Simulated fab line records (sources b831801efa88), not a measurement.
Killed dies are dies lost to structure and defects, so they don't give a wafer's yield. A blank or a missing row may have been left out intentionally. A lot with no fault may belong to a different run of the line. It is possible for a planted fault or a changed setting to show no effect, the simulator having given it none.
fab line records	flow gf180mcu
[record] lots = 6	wafers = 18	last_day = 33
route steps=602 shown V2@393
lots that met no fault: taken from a fault-free run of the same line
start_h: the number of hours between the record's first day and the start of the first shown wafer of the lot	wait_h: hours since the lot's step before	" same as the row above	L1.1+2: a single row standing in for several wafers	- no value, or no start was given	* or withheld: withheld	< > ~ a bound
route shown NAME@n: names a module that has steps shown in the file, with the first one's number in the route	usual: mean and standard deviation over wafers with no fault	same: alike in all rows	chamber/n: place in a boat	sites: the reading at each site	_std_site: the values' standard deviation	_edge_site: inner sites' mean taken away from outer sites' mean	radius_mm: for every site, how far away it sits from the centre of the wafer	mask NAME#n: copy n	behind: the most recent tool/chamber to have shaped the wafer	hold: why the lot went on hold/how many hours it stayed there/how the hold came to an end	device: the n, p or np transistor that did not switch	end of line: the route-end tests of the same wafers	where a step has no rows: the recipe by itself	killed: dies that structure and defects cost at the first sort, which is not the same as the wafer's yield	map: shows each die of a wafer: x if killed, . if not, _ if none is there
set.NAME: the run value of the setting; set.NAME@STEP: its run value at that earlier step	model.NAME: the simulator's own value behind a step, which no gauge read
certain route steps with their lots: each step a table, each wafer a row
services: when a tool's chamber went out of use (start_h, in hours from the record's first day, below 0 if earlier), for how many hours, and the reason
[[steps]]
[step GF_V2_EXPOSE_11]
[recipe] mask_id = Via2	target_cd_nm = 260	na = 0.68	source_shape = conventional	sigma_outer = 0.6	dose_mj = 38
[step GF_V2_PEB_12]
[recipe] peb_temp_c = 135	peb_time_s = 90	resist = KrF
[step GF_V2_DEVELOP_13]
[recipe] develop_time_s = 60	resist = KrF	dev_temp_c = 21
[step GF_V2_CD_MEAS_14]
[recipe] target_cd_nm = 260
[usual] cd_nm = 259.9/1.2
lot.wafer	tool	chamber	start_h	wait_h	cd_nm
L689.2	cd_sem-02	-	472.85	0.1	259.1
L689.3	"	-	"	"	257.8
L689.4	"	-	"	"	257.4
L690.1	cd_sem-02	-	487.68	0.1	258.7
L690.2	"	-	"	"	258.8
L690.3	"	-	"	"	258.7
L696.1	cd_sem-01	-	535.23	0.1	260.2
L696.3	"	-	"	"	259.9
L696.5	"	-	"	"	259.2
L705.2	cd_sem-02	-	606.08	0.1	259.7
L705.3	"	-	"	"	259.3
L705.4	"	-	"	"	258.1
L707.1	cd_sem-01	-	617.46	0.1	260.7
L707.2	"	-	"	"	260.1
L707.5	"	-	"	"	261.0
L708.2	cd_sem-01	-	625.73	0.1	259.1
L708.3	"	-	"	"	260.0
L708.5	"	-	"	"	259.1
[step GF_V2_OVL_MEAS_15]
[usual] V2_OVL = 4/5.8
lot.wafer	tool	chamber	start_h	wait_h	V2_OVL[nm]
L689.2	overlay-01	-	472.95	0.1	2
L689.3	"	-	"	"	1
L689.4	"	-	"	"	-1
L690.1	overlay-02	-	487.80	0.1	10
L690.2	"	-	"	"	7
L690.3	"	-	"	"	11
L696.1	overlay-01	-	535.35	0.1	-6
L696.3	"	-	"	"	2
L696.5	"	-	"	"	2
L705.2	overlay-01	-	606.18	0.1	1
L705.3	"	-	"	"	4
L705.4	"	-	"	"	8
L707.1	overlay-01	-	617.58	0.1	1
L707.2	"	-	"	"	4
L707.5	"	-	"	"	-1
L708.2	overlay-02	-	625.83	0.1	1
L708.3	"	-	"	"	-5
L708.5	"	-	"	"	3
[step GF_V2_ETCH_16]
[recipe] chemistry = N2/H2	target_depth_a = withheld	overetch_a = withheld	time_s = withheld	target = BARC	ion_energy_ev = 200	source_w = 500	bias_w = 100	pressure_mtorr = 30	n2_flow_sccm = 100	h2_flow_sccm = 200
[usual] drypump_motor_current_A = 5.78/0.25	oes_product_au = 0.855/0.0044	throttle_valve_pct = 13.226/0.0093
lot.wafer	tool	chamber	start_h	wait_h	drypump_motor_current_A	oes_product_au	throttle_valve_pct
L689.2	rie_diel-04	2	472.98	0.0	5.67	0.850	13.228
L689.3	"	0	"	"	5.67	0.856	13.223
L689.4	"	3	"	"	5.70	0.857	13.229
L690.1	rie_diel-01	2	487.84	0.0	6.07	0.867	13.215
L690.2	"	3	"	"	5.75	0.856	13.225
L690.3	"	0	"	"	5.76	0.851	13.227
L696.1	rie_diel-04	0	535.39	0.0	5.65	0.864	13.220
L696.3	"	3	"	"	5.71	0.858	13.216
L696.5	"	3	"	"	5.72	0.861	13.250
L705.2	rie_diel-01	3	606.21	0.0	5.72	0.859	13.233
L705.3	"	2	"	"	6.04	0.859	13.211
L705.4	"	0	"	"	5.79	0.858	13.228
L707.1	rie_diel-01	2	617.61	0.0	6.06	0.856	13.224
L707.2	"	3	"	"	5.73	0.862	13.227
L707.5	"	2	"	"	6.06	0.849	13.231
L708.2	rie_diel-03	3	625.86	0.0	5.80	0.857	13.217
L708.3	"	2	"	"	5.27	0.857	13.225
L708.5	"	2	"	"	5.25	0.852	13.220
[step GF_V2_ETCH_17]
[recipe] chemistry = C4F8/O2/Ar	mask_material = KrF	target = SiO2	stop_on = TiN	source_w = 1500	bias_w = 1200	pressure_mtorr = 40	c4f8_flow_sccm = withheld	O2_flow_sccm = 6	Ar_flow_sccm = 300	time_s = withheld	target_depth_a = 6300
[usual] oes_product_au = 0.855/0.0044
lot.wafer	tool	chamber	start_h	wait_h	oes_product_au
L689.2	rie_diel-04	2	-	-	0.858
L689.3	"	0	"	"	0.851
L689.4	"	3	"	"	0.856
L690.1	rie_diel-01	2	-	-	0.857
L690.2	"	3	"	"	0.852
L690.3	"	0	"	"	0.851
L696.1	rie_diel-04	0	-	-	0.854
L696.3	"	3	"	"	0.851
L696.5	"	3	"	"	0.853
L705.2	rie_diel-01	3	-	-	0.850
L705.3	"	2	"	"	0.857
L705.4	"	0	"	"	0.852
L707.1	rie_diel-01	2	-	-	0.857
L707.2	"	3	"	"	0.863
L707.5	"	2	"	"	0.857
L708.2	rie_diel-03	3	-	-	0.860
L708.3	"	2	"	"	0.858
L708.5	"	2	"	"	0.859
[step GF_V2_STRIP_18]
[recipe] chemistry = O2/N2	power_w = 1400	pressure_mtorr = 1500	platen_temp_c = 250	o2_flow_sccm = 3000	n2_flow_sccm = 300	overash_fraction = 0.5
[usual] drypump_motor_current_A = 5.8/0.41	heater_power_w = 337/32	oes_product_au = 0.594/0.0054
lot.wafer	tool	chamber	start_h	wait_h	drypump_motor_current_A	heater_power_w	oes_product_au	rf_hours_counter_h
L689.2	plasma_asher-01	1	473.11	-	6.4	293	0.588	80
L689.3	"	1	"	"	6.4	281	0.599	-
L689.4	"	0	"	"	5.7	329	0.592	-
L690.1	plasma_asher-03	0	487.97	-	5.6	332	0.593	7
L690.2	"	1	"	"	5.5	375	0.597	7
L690.3	"	1	"	"	5.5	376	0.590	-
L696.1	plasma_asher-01	0	535.52	-	5.8	333	0.603	88
L696.3	"	1	"	"	6.4	282	0.599	-
L696.5	"	1	"	"	6.4	290	0.594	-
L705.2	plasma_asher-01	1	606.34	-	6.4	278	0.594	98
L705.3	"	0	"	"	5.8	334	0.594	-
L705.4	"	1	"	"	6.4	289	0.591	-
L707.1	plasma_asher-02	1	617.74	-	5.2	360	0.592	91
L707.2	"	0	"	"	6.0	365	0.597	91
L707.5	"	0	"	"	6.0	367	0.592	-
L708.2	plasma_asher-02	0	625.99	-	6.0	360	0.593	92
L708.3	"	1	"	"	5.2	354	0.600	-
L708.5	"	1	"	"	5.2	364	0.608	-
[step GF_V2_STRIP_19]
[recipe] chemistry = post_etch_residue_remover	time_s = 1200	temp_c = 72.5
[step GF_V2_CLEAN_20]
[recipe] chemistry = DIW	dry = n2_spin
[step GF_V2_SPUTTER_21]
[recipe] material = Ti	target_thk_nm = 15	chamber_pressure_pa = 5	power_w = 2500	substrate_temp_c = 200	time_s = 80.02
[usual] throttle_valve_pct = 30.2/0.75
[same] time_s = 80.02
lot.wafer	tool	chamber	start_h	wait_h	throttle_valve_pct
L689.2	pvd_sputter-03	-	473.68	0.0	29.3
L689.3	"	-	"	"	29.1
L689.4	"	-	"	"	30.3
L690.1	pvd_sputter-01	-	488.61	0.0	29.9
L690.2	"	-	"	"	29.1
L690.3	"	-	"	"	31.5
L696.1	pvd_sputter-03	-	536.05	0.0	30.3
L696.3	"	-	"	"	29.5
L696.5	"	-	"	"	29.5
L705.2	pvd_sputter-03	-	606.91	0.0	29.5
L705.3	"	-	"	"	29.0
L705.4	"	-	"	"	30.2
L707.1	pvd_sputter-01	-	618.27	0.0	29.9
L707.2	"	-	"	"	29.2
L707.5	"	-	"	"	31.4
L708.2	pvd_sputter-03	-	626.62	0.0	30.2
L708.3	"	-	"	"	30.1
L708.5	"	-	"	"	30.4
[step GF_V2_SPUTTER_22]
[recipe] material = TiN	target_thk_nm = 10	chamber_pressure_pa = 5	power_w = 4000	time_s = 40
[usual] throttle_valve_pct = 30.2/0.74
[same] time_s = 40
lot.wafer	tool	chamber	start_h	wait_h	throttle_valve_pct
L689.2	pvd_sputter-03	-	473.74	0.0	29.8
L689.3	"	-	"	"	29.4
L689.4	"	-	"	"	30.2
L690.1	pvd_sputter-01	-	488.67	0.0	30.0
L690.2	"	-	"	"	29.1
L690.3	"	-	"	"	31.3
L696.1	pvd_sputter-03	-	536.11	0.0	30.3
L696.3	"	-	"	"	29.3
L696.5	"	-	"	"	29.7
L705.2	pvd_sputter-03	-	606.97	0.0	29.7
L705.3	"	-	"	"	29.4
L705.4	"	-	"	"	30.4
L707.1	pvd_sputter-01	-	618.33	0.0	29.6
L707.2	"	-	"	"	29.0
L707.5	"	-	"	"	31.4
L708.2	pvd_sputter-03	-	626.68	0.0	30.3
L708.3	"	-	"	"	30.5
L708.5	"	-	"	"	30.4
[step GF_V2_CVD_23]
[recipe] material = W	target_thk_nm = 350	time_s = 104.94	temp_c = 400	pressure_torr = 40
[usual] heater_power_outer_w = 514/16	heater_power_w = 810/17
lot.wafer	tool	chamber	start_h	wait_h	heater_power_outer_w	heater_power_w	model.W_of_V2_CVD_23.thk_nm
L689.2	cvd_w-02	0	473.78	0.0	481	793	347.2
L689.3	"	0	"	"	503	792	344.7
L689.4	"	1	"	"	527	820	356.3
L690.1	cvd_w-01	1	488.71	0.0	504	808	349.4
L690.2	"	0	"	"	511	830	350.7
L690.3	"	1	"	"	509	820	350.9
L696.1	cvd_w-02	0	536.15	0.0	488	780	342.1
L696.3	"	1	"	"	527	796	353.4
L696.5	"	1	"	"	531	818	351.6
L705.2	cvd_w-02	0	607.01	0.0	493	790	343.4
L705.3	"	0	"	"	504	777	351.5
L705.4	"	1	"	"	540	794	350.2
L707.1	cvd_w-01	0	618.37	0.0	512	810	351.5
L707.2	"	1	"	"	513	810	352.4
L707.5	"	1	"	"	527	820	346.7
L708.2	cvd_w-02	1	626.72	0.0	529	821	354.2
L708.3	"	1	"	"	526	802	361.2
L708.5	"	0	"	"	488	795	345.8
[step GF_V2_RS_MEAS_24]
[recipe] thk_meas_gauge = four-point-probe	reads = W_of_V2_CVD_23+TiN_of_V2_SPUTTER_22+Ti_of_V2_SPUTTER_21
[usual] V2_W_RS = 0.326/0.0049
lot.wafer	tool	chamber	start_h	wait_h	V2_W_RS[ohm/sq]
L689.2	film_metro-02	-	473.91	0.1	0.329
L689.3	"	-	"	"	0.332
L689.4	"	-	"	"	0.321
L690.1	film_metro-03	-	488.82	0.1	0.328
L690.2	"	-	"	"	0.328
L690.3	"	-	"	"	0.328
L696.1	film_metro-04	-	536.26	0.1	0.335
L696.3	"	-	"	"	0.324
L696.5	"	-	"	"	0.326
L705.2	film_metro-04	-	607.15	0.1	0.334
L705.3	"	-	"	"	0.325
L705.4	"	-	"	"	0.328
L707.1	film_metro-03	-	618.49	0.1	0.327
L707.2	"	-	"	"	0.326
L707.5	"	-	"	"	0.331
L708.2	film_metro-02	-	626.85	0.1	0.322
L708.3	"	-	"	"	0.316
L708.5	"	-	"	"	0.332
[[services]]
tool	chamber	start_h	hours	kind
plasma_asher-02	-	464.60	1.2	repair
rie_diel-03	-	469.79	1.4	repair
rie_diel-04	0	483.45	9.7	repair
plasma_asher-03	-	489.20	99.1	repair
rie_diel-01	-	489.87	2.8	pm
rie_diel-04	1	514.77	-	clean
rie_diel-04	1	514.77	25.7	scheduled_down
rie_diel-04	1	514.77	25.7	vent_cycle
pvd_sputter-03	-	515.11	2.0	repair
rie_diel-01	1	520.71	33.1	repair
pvd_sputter-01	-	533.81	3.8	repair
plasma_asher-02	-	552.52	3.0	repair
cvd_w-01	0	564.26	5.2	repair
rie_diel-04	0	568.01	1.7	repair
cvd_w-01	-	580.15	0.9	repair
rie_diel-03	-	583.64	14.6	pm
plasma_asher-03	-	584.16	1.4	repair
rie_diel-03	0	608.23	-	clean
rie_diel-03	0	608.23	21.5	scheduled_down
rie_diel-03	0	608.23	21.5	vent_cycle
[[key]]
first_sign none at tools or gauges
[model_effect] step = GF_V2_CVD_23	value = W_of_V2_CVD_23.thk_nm	without = 346.3	struck = 356.3
met_at GF_V2_CVD_23
struck_wafers L705.3,L708.3
onset_between 536.15 607.01
[fault] kind = process_parameter_drift	tool = cvd_w-02	chamber = -	onset_h = 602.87	steps = GF_V2_CVD_23	channel = target_thk_nm	offset = 10.022	shape = step	end_h = 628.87	scope = struck_wafers_only	acts_in = these_recipes_only	stated = 350
